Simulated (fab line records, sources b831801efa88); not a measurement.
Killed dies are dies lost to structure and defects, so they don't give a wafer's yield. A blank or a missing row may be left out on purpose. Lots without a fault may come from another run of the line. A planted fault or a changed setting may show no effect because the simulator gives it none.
Which tool did it? | flow sky130 | 6 lots, 18 wafers sampled, at 1 step of a route of 708

WHAT THE GAUGES READ, wafer by wafer
SKY_VT_ADJUST_LVTN_TW_MEAS_10.
lot  | measured     | on            | VT_ADJUST_LVTN_TW
L221 | day 7 15:42  | film_metro-02 | 242.2 241.9 243.5
L223 | day 8 02:56  | film_metro-04 | 239.2 242.2 241.3
L231 | day 10 14:34 | film_metro-04 | 242.1 242.1 243.0
L235 | day 11 22:32 | film_metro-04 | 239.9 240.8 240.9
L239 | day 13 03:41 | film_metro-04 | 242.3 241.5 242.1
L241 | day 13 13:05 | film_metro-02 | 241.4 241.5 241.3

WHICH TOOL RAN EACH LOT (tool, then ch and the chambers of the sampled wafers, then the start)
The record holds no process step before these readings.

THE ANSWER, worked out from the rows above alone
Rule: what is usual is taken from the lots themselves. Put in order of their means at a reading, lots are off if they are a third of the lots or fewer, leave a main group of 4 or more, and stand apart from it by a gap of 3 or more times the standard deviation of the main group's means; of several such gaps the widest counts. A main group whose means are all the same, to the digits that the tables above print for the reading, isn't used. A lot without any number at a reading at which 4 lots or more have one is off too. The other lots that the step has rows for count as sound.
No lot is off at any reading shown: from this, nothing can be told.

WHAT THE SIMULATOR HAD PUT IN
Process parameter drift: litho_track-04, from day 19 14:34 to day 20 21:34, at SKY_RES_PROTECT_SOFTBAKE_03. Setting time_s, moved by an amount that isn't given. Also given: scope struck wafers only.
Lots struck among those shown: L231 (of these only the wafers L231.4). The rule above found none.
